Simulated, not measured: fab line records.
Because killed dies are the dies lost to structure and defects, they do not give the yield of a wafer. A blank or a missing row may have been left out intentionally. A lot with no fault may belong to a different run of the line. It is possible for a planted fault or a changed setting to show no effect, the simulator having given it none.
Code-filled problem report in 8D (eight disciplines) form	flow sky130	the parts of the form that need people (team, actions taken, sign-off) are left out

## 1. THE ISSUE
At SKY_LDD_N_IMPLANT_10, dose-ions-cm2 averages 5.5e+13 over 9 wafers from 3 lots, while fault-free wafers read 7.5e+13, standard deviation 8.3e+10. That is -99 or more standard deviations from the usual mean.
First seen on wafer L197.3, day 20 12:25, on implanter-01. At this step, 36 wafers from 12 lots have a number in the record. Rule for "out", or "out of limits": more than 4 standard deviations from the usual mean. All remaining wafers that have a number are taken as sound.

## 2. WHAT THIS IS AND IS NOT
question	is	is not
which readings at this step	dose-ions-cm2, faraday-current-uA	-
which lots	L197, L198, L199	L190, L192, L194, L195, L208, L209, L210, L211, L213
which wafers of those lots	all that have a number	-
read on which tools	implanter-01	implanter-02, implanter-03
when	from day 20 12:25	up to then (12 sound wafers); but 15 sound wafers of L208, L209, L210, L211, L213 came after

## 3. THE SUSPECTS, EACH WITH WHAT RULES IT OUT
Counting: a tool stays on the suspect list if, at a process step up to the reading, it processed all lots that are out and no sound lot following the first of them.
- implanter-01 at SKY_LDD_N_IMPLANT_10: ruled out as a lasting fault. Sound lots L211 ran on it after its first lot that is out, L197 (day 20 12:25).
Left after counting: nothing in the record.

## 4. THE CAUSE (what the simulator had put in)
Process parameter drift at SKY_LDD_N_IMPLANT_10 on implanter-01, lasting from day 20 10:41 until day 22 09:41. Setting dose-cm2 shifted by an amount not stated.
Counting ruled it out, wrongly.

## 5. SEQUENCE OF EFFECTS, ordered by route
One row per reading whose mean, taken over the struck wafers that have a number, lies over 3 standard deviations from the usual. Only readings whose record carries a usual standard deviation are examined. hours: median over the lots of the time between each lot's start at the first step of this table that gives one and its start at this step. sigmas: the change, counted in usual standard deviations.
hours	step	reading	usual	on struck wafers	change	sigmas
0	SKY_LDD_N_IMPLANT_10	dose-ions-cm2	7.5e+13	5.5e+13	-2.0e+13	-99 or more
0	SKY_LDD_N_IMPLANT_10	faraday-current-uA	423	312	-111	-13
1	SKY_LDD_N_STRIP_16	strip-time-to-endpoint-s	4.314 s	4.268	-0.046	-3.3
Its process steps:
- SKY_LDD_N_IMPLANT_10
- SKY_LDD_N_STRIP_16: strips in O2/N2.

## 6. WHAT WOULD HAVE CAUGHT IT SOONER
In this record the first reading out of limits was taken at day 20 12:25, 2 hours after the fault began at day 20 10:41.
